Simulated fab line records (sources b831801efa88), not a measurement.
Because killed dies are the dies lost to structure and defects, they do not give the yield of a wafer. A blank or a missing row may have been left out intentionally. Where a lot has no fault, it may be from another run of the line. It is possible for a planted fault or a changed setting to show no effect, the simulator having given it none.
Chamber matching -- flow gf180mcu -- hdpcvd-02 running GF_V3_CVD_00: 3 sister chambers
The step deposits SiO2, target thk 600 nm, time 100 s. 6 wafers are shown with their chamber, then 7 later ones without.

## WAFERS WITH THEIR CHAMBER
wafer,chamber,sih4-flow-sccm (sccm)
L105.1,1,60.10
L107.3,0,60.10
L107.6,2,59.93
L108.1,2,60.16
L108.2,0,60.13
L108.3,1,60.06

## WAFERS WITHOUT THEIR CHAMBER
wafer,sih4-flow-sccm (sccm)
L109.1,60.18
L109.5,60.17
L109.6,59.83
L112.1,59.72
L112.2,60.00
L112.3,59.77
L119.5,60.00

## WHICH CHAMBER EACH WENT THROUGH
wafer,from the rows above,in truth
L109.1,can't be placed: 0 or 1 or 2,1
L109.5,can't be placed: 0 or 1 or 2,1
L109.6,can't be placed: 2 or 1 or 0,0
L112.1,can't be placed: 2 or 1 or 0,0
L112.2,can't be placed: 2 or 1 or 0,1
L112.3,can't be placed: 2 or 1 or 0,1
L119.5,can't be placed: 2 or 1 or 0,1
Correctly placed: 0 of 7. Cannot be placed on the basis of these rows: 7; the candidates contain the true chamber in 7. Wrongly placed: 0.
How it was worked out, from the rows above alone: a wafer's distance from a chamber is the root of the sum, over the readings, of the square of ((its reading less the chamber's mean) divided by the reading's scatter). The wafer belongs to the nearest chamber; if the next one is less than 2 further off, it can't be placed. For every chamber, the mean is computed from those of its wafers that are shown. How the scatter is found: for the shown wafers, subtract from each reading the mean of its chamber, square and add these, divide the total by (wafers less chambers), then take the root.
